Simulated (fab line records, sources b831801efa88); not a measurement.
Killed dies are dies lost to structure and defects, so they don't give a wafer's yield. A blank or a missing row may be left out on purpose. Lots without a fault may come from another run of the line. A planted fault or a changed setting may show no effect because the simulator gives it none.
One fault seen from 2 desks | flow gf180mcu | each desk has only its own numbers; what lay behind them comes last

THE METROLOGY DESK
What the gauges read, lot by lot, whatever tool the lot ran on: means of the sampled wafers that have a number. A lot is out of limits, marked OUT, if its mean lies more than 4 standard deviations from the usual mean; the brackets give that distance.
Columns: A = cd_nm at GF_HV_LDD_CD_MEAS_07, usual 400.2 nm; B = PSD_OVL at GF_PSD_OVL_MEAS_08, usual -0.8 nm; C = SALICIDE_TIN_RS at GF_SALICIDE_RS_MEAS_04, usual 16.30 ohm/sq; D = SALICIDE_TIN_THK at GF_SALICIDE_THK_MEAS_05, usual 20.04 nm
lot  | first seen here | A     | B    | C                | D
L156 | day 9 20:20     | 401.8 | 0.4  | 15.93            | 20.14
L157 | day 10 01:43    | 401.2 | 0.0  | 16.59            | 20.17
L159 | day 10 23:19    | 403.0 | -0.1 | 16.40            | 19.93
L160 | day 11 04:20    | 397.1 | -0.8 | 16.13            | 20.44
L161 | day 11 10:48    | 399.2 | -1.3 | 16.35            | 19.89
L163 | day 12 02:47    | 394.0 | -1.6 | 16.61            | 20.17
L164 | day 12 18:46    | 399.1 | -0.6 | 15.17 (-4.3) OUT | 24.93 (+21) OUT
L166 | day 13 15:58    | 398.0 | -0.9 | 15.43            | 22.83 (+12) OUT
L173 | day 15 05:44    | 399.5 | -2.6 | 16.02            | 19.77
L175 | day 15 20:16    | 401.6 | 1.0  | 16.39            | 20.01
L176 | day 16 05:01    | 402.3 | -0.7 | 16.29            | 20.32
L177 | day 16 14:45    | 398.4 | -2.3 | 16.20            | 19.96
L179 | day 17 05:34    | 404.5 | 0.1  | 16.12            | 20.30
This desk's finding: out of limits on L164, L166; first on L164, day 18 10:12 (SALICIDE_TIN_RS at GF_SALICIDE_RS_MEAS_04). In limits: L156, L157, L159, L160, L161, L163, L173, L175, L176, L177, L179.

THE TOOL OWNER'S DESK: pvd_sputter-01
The tool's own readings at GF_SALICIDE_SPUTTER_03 (material TiN, target thk 20 nm, time 16.7 s): means of the sampled wafers that have a number, for each lot that ran on this tool. A lot is out of limits, marked OUT, if its mean lies more than 4 standard deviations from the usual mean; the brackets give that distance.
Columns: A = cathode_dc_power_W at GF_SALICIDE_SPUTTER_03, usual 6500.0 W; B = throttle_valve_pct at GF_SALICIDE_SPUTTER_03, usual 29.0 %
lot  | first seen here | A      | B
L156 | day 14 23:01    | 6499.9 | 28.9
L157 | day 15 05:11    | 6500.0 | 29.7
L159 | day 16 06:53    | 6499.5 | 28.8
L164 | day 18 10:09    | 6499.7 | 29.5
L166 | day 19 11:46    | 6500.5 | 28.2
L175 | day 21 23:52    | 6500.6 | 29.3
L176 | day 22 08:47    | 6499.6 | 29.1
L177 | day 22 20:10    | 6500.5 | 28.5
L179 | day 23 08:01    | 6500.4 | 29.3
This desk's finding: nothing out of limits on any of the 9 lots.

PUT TOGETHER
The metrology desk could have raised an alarm at day 18 10:12, on L164, L166.
The tool owner's desk saw nothing out of limits.
The tool owner's desk has L164, L166 on record, within its limits.
Of the lots named, all ran GF_SALICIDE_SPUTTER_03 on pvd_sputter-01.

WHAT THE SIMULATOR HAD PUT IN
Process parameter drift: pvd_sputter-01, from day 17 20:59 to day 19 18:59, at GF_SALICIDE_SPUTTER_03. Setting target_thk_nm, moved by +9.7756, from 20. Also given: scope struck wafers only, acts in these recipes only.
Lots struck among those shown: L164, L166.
Hours from the fault's start to each desk's first reading out of limits: the metrology desk, 13.
